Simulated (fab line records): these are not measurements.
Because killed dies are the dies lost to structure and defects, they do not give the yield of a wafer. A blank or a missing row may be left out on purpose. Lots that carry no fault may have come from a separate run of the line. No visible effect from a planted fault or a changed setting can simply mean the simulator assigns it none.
Which tool is to blame? + flow sky130 + 33 wafers from 11 lots sampled at 4 of the route's 708 steps

== WHAT THE GAUGES SHOWED, per wafer ==
SKY_PWDE_TW_MEAS_10.
| lot  | measured    | on            | PWDE_TW           |
|------|-------------|---------------|-------------------|
| L137 | day 4 02:31 | film metro-04 | 368.7 370.6 369.7 |
| L138 | day 4 09:06 | film metro-04 | 369.2 369.3 369.2 |
| L139 | day 4 17:59 | film metro-02 | 372.3 372.4 373.1 |
| L141 | day 5 04:53 | film metro-02 | 371.3 372.7 371.6 |
| L142 | day 5 11:34 | film metro-01 | 365.8 363.8 363.9 |
| L144 | day 6 09:04 | film metro-04 | 392.9 395.0 394.0 |
| L148 | day 6 23:27 | film metro-01 | 390.6 390.6 390.6 |
| L149 | day 7 01:04 | film metro-02 | 395.8 393.9 394.4 |
| L153 | day 8 02:13 | film metro-04 | 366.0 365.4 369.6 |
| L155 | day 8 13:31 | film metro-02 | 372.6 370.7 370.9 |
| L158 | day 9 07:04 | film metro-01 | 364.6 366.0 367.8 |

== WHICH TOOL RAN EACH LOT (tool, then ch and the chambers of the sampled wafers, then the start) ==
| lot  | SKY_FIELD_ISO_ETCH_14             | SKY_FIELD_ISO_STRIP_16              | SKY_PWDE_IMPLANT_08            |
|------|-----------------------------------|-------------------------------------|--------------------------------|
| L137 | rie diel-02 ch 1,2, day 2 14:33   | plasma asher-02 ch 0,1, day 2 14:38 | implanter-01 ch 0, day 4 02:16 |
| L138 | rie diel-03 ch 0,1,2, day 2 20:55 | plasma asher-03 ch 0,1, day 2 21:02 | implanter-04 ch 0, day 4 08:54 |
| L139 | rie diel-04 ch 0,2,3, day 3 02:56 | plasma asher-03 ch 0,1, day 3 03:04 | implanter-01 ch 0, day 4 17:47 |
| L141 | rie diel-02 ch 0,2,3, day 3 11:54 | plasma asher-04 ch 0,1, day 3 12:02 | implanter-01 ch 0, day 5 04:40 |
| L142 | rie diel-03 ch 2,3, day 3 16:36   | plasma asher-02 ch 0,1, day 3 16:42 | implanter-01 ch 0, day 5 11:19 |
| L144 | rie diel-02 ch 0,2,3, day 4 15:18 | plasma asher-04 ch 0,1, day 4 15:24 | implanter-01 ch 0, day 6 08:49 |
| L148 | rie diel-02 ch 0,1, day 5 00:09   | plasma asher-04 ch 0,1, day 5 00:17 | implanter-01 ch 0, day 6 23:15 |
| L149 | rie diel-04 ch 0,1,3, day 5 04:26 | plasma asher-04 ch 0,1, day 5 04:32 | implanter-01 ch 0, day 7 00:50 |
| L153 | rie diel-02 ch 0,2,3, day 6 02:42 | plasma asher-04 ch 1, day 6 02:47   | implanter-04 ch 0, day 8 01:58 |
| L155 | rie diel-04 ch 0,2,3, day 6 13:21 | plasma asher-04 ch 0,1, day 6 13:26 | implanter-02 ch 0, day 8 13:16 |
| L158 | rie diel-02 ch 1,3, day 7 06:33   | plasma asher-02 ch 0,1, day 7 06:38 | implanter-02 ch 0, day 9 06:49 |
- SKY_FIELD_ISO_ETCH_14: etches BARC in N2/H2, stops on SiO2, time 45.9 s, target depth 60 nm.
- SKY_FIELD_ISO_STRIP_16: strips in O2/N2.
- SKY_PWDE_IMPLANT_08

== THE ANSWER, worked out from the rows above alone ==
Rule: the usual values come from the lots themselves. The widest of any qualifying gaps counts: lots, ordered by their means at a reading, are off when they make up no more than a third of the lots, leave a main group of 4 or more, and stand apart from it by 3 or more times the standard deviation of that group's means. A main group whose means are all the same, to the digits that the tables above print for the reading, isn't used. Also off: a lot with no number at a reading for which 4 or more lots have one. Any other lot the step has rows for is counted as sound.
Off: L144, L148, L149, at SKY_PWDE_TW_MEAS_10 (PWDE_TW). The main group has a mean of 369.1 with a standard deviation of 2.7.
If a tool, at a process step before that reading, ran all the lots that are off and no sound lot after the first of them, it fits. Gauges at SKY_PWDE_TW_MEAS_10: tried the same way as those tools. One fits: implanter-01 at SKY_PWDE_IMPLANT_08. A fault onset in the window from L142 (day 5 11:19, its last sound lot) to L144 (day 6 08:49, its first lot off) fits.

== WHAT THE SIMULATOR PUT IN ==
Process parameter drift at SKY_PWDE_IMPLANT_08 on implanter-01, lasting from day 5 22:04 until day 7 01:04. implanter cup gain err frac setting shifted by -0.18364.
Struck lots among those shown: L144, L148, L149. Same finding as the rule above.
